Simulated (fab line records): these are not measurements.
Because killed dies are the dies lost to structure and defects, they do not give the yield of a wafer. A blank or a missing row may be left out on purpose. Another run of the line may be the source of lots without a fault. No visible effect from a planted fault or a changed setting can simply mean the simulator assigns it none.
Matching of chambers	flow gf180mcu	GF_V2_ETCH_17 on rieDiel-01 has 4 sister chambers
The step etches SiO2 in C4F8/O2/Ar, stops on TiN, target depth 630 nm. 14 wafers are shown with their chamber, then 7 later ones without.

== WAFERS PAIRED WITH THEIR CHAMBERS ==
wafer	chamber	oesProductAu (a.u.)	biasW (W)
L531.2	1	0.858	1193
L531.4	0	0.856	1203
L531.6	2	0.855	1195
L534.1	3	0.858	1203
L534.4	0	0.856	1196
L534.6	0	0.855	1194
L538.3	0	0.861	1196
L538.4	3	0.859	1199
L538.5	2	0.856	1198
L544.2	1	0.867	1202
L544.4	3	0.861	1198
L544.5	2	0.856	1198
L546.4	0	0.862	1207
L546.5	2	0.862	1202

SIGNATURES, as means of the wafers listed above
reading	chamber 0	chamber 1	chamber 2	chamber 3	scatter within a chamber
oesProductAu	0.85800	0.86250	0.85725	0.85933	0.00343
biasW	1199.20	1197.50	1198.25	1200.00	4.49
Rule: distance of a wafer from a chamber = root of the sum over the readings of ((wafer's reading minus chamber's mean) / reading's scatter) squared. If the next closest chamber is less than 2 further off than the closest, the wafer can't be placed; otherwise it belongs to the closest. How the scatter is found: for the shown wafers, subtract from each reading the mean of its chamber, square and add these, divide the total by (wafers less chambers), then take the root.

== WAFERS WITHOUT THEIR CHAMBER ==
wafer	oesProductAu (a.u.)	biasW (W)
L546.6	0.855	1204
L550.1	0.849	1200
L550.2	0.851	1207
L550.6	0.857	1210
L551.1	0.860	1194
L551.2	0.856	1199
L551.4	0.857	1195

== WHICH CHAMBER EACH ONE RAN IN ==
wafer	from the rows above	in truth
L546.6	can't be placed: 0 or 2 or 3 or 1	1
L550.1	can't be placed: 2 or 0 or 3 or 1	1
L550.2	can't be placed: 2 or 0 or 3 or 1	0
L550.6	can't be placed: 3 or 0 or 2 or 1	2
L551.1	can't be placed: 1 or 2 or 0 or 3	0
L551.2	can't be placed: 2 or 0 or 3 or 1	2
L551.4	can't be placed: 2 or 0 or 3 or 1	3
Correct placement for 0 of the 7. Unplaceable from these rows: 7, with the true chamber sitting among the candidates in 7. Placed wrongly: 0.
